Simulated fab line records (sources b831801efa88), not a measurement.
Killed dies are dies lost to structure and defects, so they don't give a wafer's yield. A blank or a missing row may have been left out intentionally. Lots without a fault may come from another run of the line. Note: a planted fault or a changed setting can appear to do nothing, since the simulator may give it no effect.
fab line records	flow sky130
[record] lots = 7	wafers = 21	last_day = 50
route steps=708 shown VT_ADJUST_NCORE@123 VT_ADJUST_HVTR@131 PAD_OPEN@708
lots that met no fault: from a run of the same line without faults
start_h: the number of hours between the record's first day and the start of the first shown wafer of the lot	wait_h: hours elapsed since this lot's preceding step	" unchanged from the row above	L1.1+2: a row that stands for several wafers	- no value, or no start was given	* or withheld: withheld	< > ~ a bound
route shown NAME@n: names a module that has steps shown in the file, with the first one's number in the route	usual: the fault-free wafers' mean and standard deviation	same: alike in all rows	chamber/n: place in a boat	sites: each site's reading	_std_site: the standard deviation of these	_edge_site: outer sites' mean less inner sites'	radius_mm: how far each site lies from the wafer's centre	mask NAME#n: copy n	behind: the tool/chamber that last shaped the wafer	hold: cause of the lot's hold/its duration in hours/its outcome	device: names the non-switching transistor (n, p or np)	end of line: tests of these same wafers at the route's end	where a step has no rows: the recipe by itself	killed: dies lost to structure and defects at the first sort, not the wafer's yield	map: shows each die of a wafer: x if killed, . if not, _ if none is there
set.NAME: the setting that was run; set.NAME@STEP: the one run at that earlier step	model.NAME: the simulator's own value behind a step, which no gauge read
a table for each step, a row for each wafer; lots at some steps of the route
services: from which hour (start_h, from the record's first day; less than 0 if before it) a tool's chamber was out of use, for how many hours, and why
[[steps]]
[step SKY_VT_ADJUST_NCORE_EXPOSE_04]
[recipe] mask_id = LVTN_COMPLEMENT_THIN	na = 0.6	source_shape = conventional	sigma_outer = 0.6	polarization = unpolarized	target_cd_nm = 380	dose_mj = 139
[step SKY_VT_ADJUST_NCORE_PEB_05]
[recipe] temp_c = withheld	time_s = *	resist = NOVOLAK
[step SKY_VT_ADJUST_NCORE_DEVELOP_06]
[recipe] resist = NOVOLAK	developer = TMAH	develop_time_s = 60	dev_temp_c = 23
[step SKY_VT_ADJUST_NCORE_CD_MEAS_07]
[recipe] target_cd_nm = 380
[usual] cd_nm = 379.9/2.7
lot.wafer	tool	chamber	start_h	wait_h	cd_nm
L637.1	cd_sem-02	-	203.92	0.1	379.2
L637.2	"	-	"	"	382.4
L637.5	"	-	"	"	379.0
L639.4	cd_sem-02	-	211.50	0.1	377.4
L639.5	"	-	"	"	378.7
L639.6	"	-	"	"	378.9
L645.3	cd_sem-02	-	257.43	0.1	381.4
L645.4	"	-	"	"	380.1
L645.5	"	-	"	"	379.9
L646.1	cd_sem-01	-	264.47	0.1	380.1
L646.5	"	-	"	"	379.9
L646.6	"	-	"	"	378.0
L647.1	cd_sem-01	-	274.52	0.1	385.9
L647.4	"	-	"	"	383.5
L647.6	"	-	"	"	382.3
L651.2	cd_sem-01	-	300.76	0.1	384.7
L651.3	"	-	"	"	384.1
L651.4	"	-	"	"	384.1
L656.1	cd_sem-02	-	330.24	0.1	386.0
L656.3	"	-	"	"	386.3
L656.6	"	-	"	"	386.2
[step SKY_VT_ADJUST_NCORE_OVL_MEAS_08]
[usual] VT_ADJUST_NCORE_OVL = 0.0/1.2
lot.wafer	tool	chamber	start_h	wait_h	VT_ADJUST_NCORE_OVL[nm]
L637.1	overlay-01	-	204.04	0.1	-1.2
L637.2	"	-	"	"	-0.3
L637.5	"	-	"	"	-0.1
L639.4	overlay-01	-	211.57	0.1	-0.5
L639.5	"	-	"	"	0.4
L639.6	"	-	"	"	0.8
L645.3	overlay-01	-	257.52	0.1	-0.1
L645.4	"	-	"	"	-0.9
L645.5	"	-	"	"	-1.4
L646.1	overlay-01	-	264.59	0.1	-0.8
L646.5	"	-	"	"	-0.7
L646.6	"	-	"	"	-1.9
L647.1	overlay-02	-	274.64	0.1	1.1
L647.4	"	-	"	"	0.8
L647.6	"	-	"	"	1.5
L651.2	overlay-01	-	300.86	0.1	-0.4
L651.3	"	-	"	"	0.3
L651.4	"	-	"	"	1.5
L656.1	overlay-02	-	330.36	0.1	-1.4
L656.3	"	-	"	"	-0.9
L656.6	"	-	"	"	-1.3
[step SKY_VT_ADJUST_NCORE_IMPLANT_09]
[recipe] species = B	energy_kev = 10	dose_cm2 = 2.4e+12	tilt_deg = withheld
[step SKY_VT_ADJUST_NCORE_STRIP_10]
[recipe] chemistry = O2/N2	power_w = 1400	pressure_mtorr = 1500	platen_temp_c = withheld	o2_flow_sccm = 3000	n2_flow_sccm = 300	overash_fraction = 0.5
[usual] drypump_motor_current_A = 6.2/0.43	oes_product_au = 0.715/0.0047	strip_time_to_endpoint_s = 14.17/0.037
lot.wafer	tool	chamber	start_h	wait_h	drypump_motor_current_A	oes_product_au	rf_hours_counter_h	strip_time_to_endpoint_s
L637.1	plasma_asher-02	1	204.23	0.1	5.9	0.708	49	14.20
L637.2	"	0	"	"	5.5	0.719	49	14.14
L637.5	"	1	"	"	5.9	0.712	-	14.18
L639.4	plasma_asher-04	1	211.78	0.1	6.3	0.715	-	14.12
L639.5	"	1	"	"	6.3	0.714	-	14.10
L639.6	"	0	"	"	6.5	0.710	-	14.09
L645.3	plasma_asher-02	1	257.73	0.1	6.0	0.708	-	14.21
L645.4	"	0	"	"	5.5	0.717	-	14.19
L645.5	"	1	"	"	6.0	0.708	-	14.19
L646.1	plasma_asher-04	0	264.78	0.1	6.5	0.713	57	14.17
L646.5	"	0	"	"	6.5	0.720	-	14.20
L646.6	"	1	"	"	6.3	0.718	-	14.20
L647.1	plasma_asher-02	1	274.83	0.1	5.9	0.709	56	14.19
L647.4	"	0	"	"	5.5	0.722	-	14.20
L647.6	"	1	"	"	6.0	0.716	-	14.23
L651.2	plasma_asher-03	1	301.10	0.2	6.8	0.716	49	14.15
L651.3	"	1	"	"	6.8	0.710	-	14.20
L651.4	"	0	"	"	5.9	0.707	-	14.21
L656.1	plasma_asher-04	0	330.54	0.1	6.5	0.712	63	14.16
L656.3	"	1	"	"	6.3	0.721	-	14.13
L656.6	"	1	"	"	6.3	0.722	-	14.14
[step SKY_VT_ADJUST_NCORE_TW_MEAS_11]
[usual] VT_ADJUST_NCORE_TW = 219/3
lot.wafer	tool	chamber	start_h	wait_h	VT_ADJUST_NCORE_TW
L637.1	film_metro-02	-	204.33	0.1	220
L637.2	"	-	"	"	221
L637.5	"	-	"	"	221
L639.4	film_metro-04	-	211.87	0.1	222
L639.5	"	-	"	"	221
L639.6	"	-	"	"	221
L645.3	film_metro-02	-	257.81	0.1	223
L645.4	"	-	"	"	222
L645.5	"	-	"	"	223
L646.1	film_metro-03	-	264.88	0.1	217
L646.5	"	-	"	"	217
L646.6	"	-	"	"	218
L647.1	film_metro-03	-	274.93	0.1	217
L647.4	"	-	"	"	218
L647.6	"	-	"	"	217
L651.2	film_metro-03	-	301.21	0.1	214
L651.3	"	-	"	"	214
L651.4	"	-	"	"	216
L656.1	film_metro-04	-	330.64	0.1	221
L656.3	"	-	"	"	220
L656.6	"	-	"	"	220
[step SKY_VT_ADJUST_HVTR_DEHYDRATE_00]
[recipe] temp_c = 200	time_s = 60
[step SKY_VT_ADJUST_HVTR_HMDS_01]
[recipe] prime_time_s = 60	prime_temp_c = 120
[step SKY_VT_ADJUST_HVTR_COAT_02]
[recipe] resist = NOVOLAK	spin_rpm = 3000	resist_thk_nm = 1140
[step SKY_VT_ADJUST_HVTR_SOFTBAKE_03]
[recipe] temp_c = 90	time_s = 60	resist = NOVOLAK
[step SKY_VT_ADJUST_HVTR_EXPOSE_04]
[recipe] mask_id = HVTRM	target_cd_nm = 380	na = 0.6	source_shape = conventional	sigma_outer = 0.6	dose_mj = 150
lot.wafer	tool	chamber	start_h	wait_h	mask	model.VT_ADJUST_HVTR.overlay_x_nm
L637.1+2+5	iline_stepper-01	0	215.31	-	HVTRM#0	-0.1999
L639.4+5+6	iline_stepper-02	0	223.77	-	HVTRM#0	-3.684
L645.3+4+5	iline_stepper-02	0	269.62	-	HVTRM#0	-154
L646.1+5+6	iline_stepper-02	0	276.78	-	HVTRM#0	-155.6
L647.1+4+6	iline_stepper-02	0	287.21	-	HVTRM#0	-156.5
L651.2+3+4	iline_stepper-01	0	315.05	-	HVTRM#0	-0.5155
L656.1+3+6	iline_stepper-01	0	344.73	-	HVTRM#0	-0.4537
[step SKY_VT_ADJUST_HVTR_PEB_05]
[recipe] temp_c = withheld	time_s = *	resist = NOVOLAK
[step SKY_VT_ADJUST_HVTR_DEVELOP_06]
[recipe] develop_time_s = 60	dev_temp_c = 23
[step SKY_VT_ADJUST_HVTR_CD_MEAS_07]
[recipe] target_cd_nm = 380
[usual] cd_nm = 381.1/2.5
lot.wafer	tool	chamber	start_h	wait_h	cd_nm
L637.1	cd_sem-01	-	226.44	0.1	382.2
L637.2	"	-	"	"	379.9
L637.5	"	-	"	"	381.1
L639.4	cd_sem-02	-	235.45	0.1	383.0
L639.5	"	-	"	"	382.5
L639.6	"	-	"	"	383.3
L645.3	cd_sem-01	-	281.65	0.1	378.6
L645.4	"	-	"	"	380.3
L645.5	"	-	"	"	379.4
L646.1	cd_sem-02	-	288.93	0.1	379.5
L646.5	"	-	"	"	380.9
L646.6	"	-	"	"	381.5
L647.1	cd_sem-02	-	299.72	0.1	382.5
L647.4	"	-	"	"	384.5
L647.6	"	-	"	"	385.2
L651.2	cd_sem-01	-	327.60	0.1	377.6
L651.3	"	-	"	"	378.1
L651.4	"	-	"	"	377.9
L656.1	cd_sem-02	-	357.68	0.1	383.0
L656.3	"	-	"	"	381.9
L656.6	"	-	"	"	380.7
[step SKY_VT_ADJUST_HVTR_OVL_MEAS_08]
[usual] VT_ADJUST_HVTR_OVL = -0.3/1.5
lot.wafer	tool	chamber	start_h	wait_h	hold	VT_ADJUST_HVTR_OVL[nm]
L637.1	overlay-01	-	226.56	0.1	-	-0.2
L637.2	"	-	"	"	-	0.4
L637.5	"	-	"	"	-	1.0
L639.4	overlay-02	-	235.52	0.1	-	-2.9
L639.5	"	-	"	"	-	-2.7
L639.6	"	-	"	"	-	-2.8
L645.3	overlay-02	-	281.74	0.1	await_dispo/0.2h/release	-155.2
L645.4	"	-	"	"	await_dispo/0.2h/release	-153.9
L645.5	"	-	"	"	await_dispo/0.2h/release	-154.5
L645.3	overlay-02	-	281.94	0.2	-	-156.6
L645.4	"	-	"	"	-	-154.9
L645.5	"	-	"	"	-	-156.1
L646.1	overlay-02	-	289.05	0.1	await_dispo/0.2h/release	-157.5
L646.5	"	-	"	"	await_dispo/0.2h/release	-155.0
L646.6	"	-	"	"	await_dispo/0.2h/release	-156.9
L646.1	overlay-02	-	289.26	0.2	-	-158.5
L646.5	"	-	"	"	-	-156.9
L646.6	"	-	"	"	-	-158.9
L647.1	overlay-02	-	299.84	0.1	await_dispo/0.2h/release	-158.0
L647.4	"	-	"	"	await_dispo/0.2h/release	-157.8
L647.6	"	-	"	"	await_dispo/0.2h/release	-158.1
L647.1	overlay-02	-	300.05	0.2	-	-159.4
L647.4	"	-	"	"	-	-159.6
L647.6	"	-	"	"	-	-159.3
L651.2	overlay-01	-	327.71	0.1	-	0.8
L651.3	"	-	"	"	-	0.7
L651.4	"	-	"	"	-	0.9
L656.1	overlay-02	-	357.80	0.1	-	-0.9
L656.3	"	-	"	"	-	-0.8
L656.6	"	-	"	"	-	0.0
[step SKY_PAD_OPEN_PROBE_99]
[usual] defect_limited_yield = 82.1/2	killed_at_M0_to_M3 = 43/6.4	killed_at_M4_up = 3.2/1.8	killed_at_contacts = 25/5.5	killed_at_front_end = 16/5.2	killed_at_other = 0.3/0.49	killed_dies = 88/10	killed_on_rim = 17/3.9	killed_open = 48/7	killed_short = 40/7.1	sort_bin_3_pad_short = 0.9/0.42	sort_bin_5_function = 10.5/1.6	sort_bin_6_memory = 6.5/1.2	sort_n_pass = 404/10	sort_yield_pct = 82.1/2
[same] gross_dies = 492	killed_at_back_side = 0	sort_bin_4_leakage[%] = 0	sort_bin_8_speed[%] = 0
lot.wafer	tool	chamber	start_h	wait_h	defect_limited_yield[%]	killed_at_M0_to_M3	killed_at_M4_up	killed_at_contacts	killed_at_front_end	killed_at_other	killed_dies	killed_on_rim	killed_open	killed_short	sort_bin_3_pad_short[%]	sort_bin_5_function[%]	sort_bin_6_memory[%]	sort_n_pass	sort_yield_pct[%]
L637.1	prober-02	-	1104.20	0.1	79.7	49	4	29	17	1	100	13	52	48	0.4	12.0	7.9	392	79.7
L637.2	prober-02	-	1104.25	0.1	82.9	40	4	26	14	0	84	12	37	47	1.8	6.9	8.3	408	82.9
L637.5	prober-02	-	1104.40	0.2	81.5	49	1	24	17	0	91	19	44	47	1.6	10.4	6.5	401	81.5
L639.4	prober-01	-	1112.54	0.2	81.1	44	5	26	18	0	93	17	49	44	1.0	13.4	4.5	399	81.1
L639.5	prober-01	-	1112.59	0.2	83.3	40	4	20	17	1	82	23	42	40	1.2	9.8	5.7	410	83.3
L639.6	prober-01	-	1112.64	0.2	80.1	50	3	32	13	0	98	19	51	47	1.4	11.4	7.1	394	80.1
L651.2	prober-01	-	1181.88	0.1	82.1	39	4	32	13	0	88	14	54	34	0.6	13.0	4.3	404	82.1
L651.3	prober-01	-	1181.93	0.2	85.6	37	3	19	12	0	71	21	37	34	0.6	8.7	5.1	421	85.6
L651.4	prober-01	-	1181.98	0.2	81.1	43	2	34	14	0	93	24	53	40	1.0	10.2	7.7	399	81.1
L656.1	prober-02	-	1199.16	0.1	84.8	34	3	15	23	0	75	14	34	41	1.0	9.8	4.5	417	84.8
L656.3	prober-02	-	1199.26	0.2	82.9	45	5	19	15	0	84	15	51	33	1.2	9.8	6.1	408	82.9
L656.6	prober-02	-	1199.41	0.2	84.6	32	2	26	16	0	76	17	42	34	0.8	9.6	5.1	416	84.6
// killed by level:class
L637.1 CONTACT:geometric_particle:open=11 METAL1:geometric_particle:short=10 VIA1:geometric_particle:open=9 CONTACT:geometric_particle:short=7 VIA3:geometric_particle:open=7 FIELD_ISO:geometric_particle:short=6 VIA1:geometric_particle:short=6 METAL2:geometric_particle:short=6
L637.2 LOCAL_INTERCONNECT:geometric_particle:short=9 VIA1:geometric_particle:open=8 CONTACT:geometric_particle:open=8 METAL1:geometric_particle:short=6 METAL2:geometric_particle:short=6 VIA3:geometric_particle:open=6 POLY_GATE:geometric_particle:short=5 VIA1:geometric_particle:short=4
L637.5 VIA1:geometric_particle:open=14 LOCAL_INTERCONNECT:geometric_particle:short=8 METAL2:geometric_particle:short=7 LI_CONTACT:geometric_particle:open=6 VIA1:geometric_particle:short=6 VIA3:geometric_particle:open=5 CONTACT:geometric_particle:open=5 METAL1:geometric_particle:short=5
L639.4 VIA3:geometric_particle:open=10 METAL1:geometric_particle:short=8 CONTACT:geometric_particle:open=7 LOCAL_INTERCONNECT:geometric_particle:short=6 CONTACT:geometric_particle:short=6 VIA1:geometric_particle:open=6 VIA2:geometric_particle:open=6 FIELD_ISO:geometric_particle:open=4
L639.5 CONTACT:geometric_particle:open=8 METAL1:geometric_particle:short=7 VIA3:geometric_particle:open=7 LOCAL_INTERCONNECT:geometric_particle:short=5 VIA2:geometric_particle:short=5 VIA2:geometric_particle:open=5 FIELD_ISO:geometric_particle:open=4 SPACER:geometric_particle:open=4
L639.6 METAL1:geometric_particle:short=10 VIA1:geometric_particle:open=10 CONTACT:geometric_particle:open=9 LI_CONTACT:geometric_particle:open=8 VIA3:geometric_particle:open=8 LOCAL_INTERCONNECT:geometric_particle:short=7 CONTACT:geometric_particle:short=6 METAL2:geometric_particle:short=6
L651.2 CONTACT:geometric_particle:open=14 VIA1:geometric_particle:open=11 CONTACT:geometric_particle:short=7 VIA2:geometric_particle:open=7 LI_CONTACT:geometric_particle:open=6 FIELD_ISO:geometric_particle:open=5 METAL2:geometric_particle:short=5 METAL1:geometric_particle:short=4
L651.3 VIA1:geometric_particle:open=11 CONTACT:geometric_particle:short=9 METAL1:geometric_particle:short=5 CONTACT:geometric_particle:open=5 SPACER:geometric_particle:open=4 VIA1:geometric_particle:short=4 VIA3:geometric_particle:open=4 FIELD_ISO:geometric_particle:short=3
L651.4 CONTACT:geometric_particle:open=16 LI_CONTACT:geometric_particle:open=7 VIA1:geometric_particle:open=7 CONTACT:geometric_particle:short=6 METAL1:geometric_particle:short=6 METAL2:geometric_particle:short=6 POLY_GATE:geometric_particle:short=5 VIA1:geometric_particle:short=4
L656.1 FIELD_ISO:geometric_particle:short=8 VIA1:geometric_particle:short=5 CONTACT:geometric_particle:open=5 METAL1:geometric_particle:short=5 METAL2:geometric_particle:short=5 POLY_GATE:geometric_particle:open=4 POLY_GATE:geometric_particle:short=4 VIA3:geometric_particle:open=4
L656.3 VIA1:geometric_particle:open=15 LI_CONTACT:geometric_particle:open=7 VIA3:geometric_particle:open=5 FIELD_ISO:geometric_particle:open=4 POLY_GATE:geometric_particle:short=4 CONTACT:geometric_particle:open=4 METAL4:geometric_particle:short=4 METAL1:geometric_particle:short=4
L656.6 CONTACT:geometric_particle:open=9 LI_CONTACT:geometric_particle:open=7 VIA2:geometric_particle:open=7 LI_CONTACT:geometric_particle:short=6 VIA1:geometric_particle:open=6 FIELD_ISO:geometric_particle:short=5 METAL2:geometric_particle:short=4 FIELD_ISO:geometric_particle:open=3
[[services]]
tool	chamber	start_h	hours	kind
iline_stepper-01	-	234.00	1.7	pm
iline_stepper-02	-	272.63	2.4	repair
iline_stepper-02	-	285.45	1.1	repair
iline_stepper-02	-	290.52	8.7	repair
plasma_asher-02	-	291.65	14.6	pm
plasma_asher-04	-	299.81	2.1	repair
plasma_asher-02	-	312.03	0.9	repair
plasma_asher-03	-	312.41	5.4	pm
iline_stepper-02	-	331.44	1.7	pm
[[key]]
[first_sign] step = SKY_VT_ADJUST_HVTR_OVL_MEAS_08	reading = visit	direction = added
[effect] step = SKY_VT_ADJUST_HVTR_OVL_MEAS_08	reading = VT_ADJUST_HVTR_OVL	direction = down	sigmas = 99+	usual = -0.3	struck = -156.3
[model_effect] step = SKY_VT_ADJUST_HVTR_EXPOSE_04	value = VT_ADJUST_HVTR.overlay_x_nm	without = 0.9084	struck = -155.4
met_at SKY_VT_ADJUST_HVTR_EXPOSE_04
struck_wafers L645.3,L645.4,L645.5,L646.1,L646.5,L646.6,L647.1,L647.4,L647.6
scrapped_behind SKY_VT_ADJUST_HVTR_OVL_MEAS_08 L645.3,L645.4,L645.5,L646.1,L646.5,L646.6,L647.1,L647.4,L647.6
onset_between 223.77 269.62
[fault] kind = scanner_matching_overlay	tool = iline_stepper-02	chamber = -	onset_h = 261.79	steps = SKY_VT_ADJUST_HVTR_EXPOSE_04	offset = -156.29
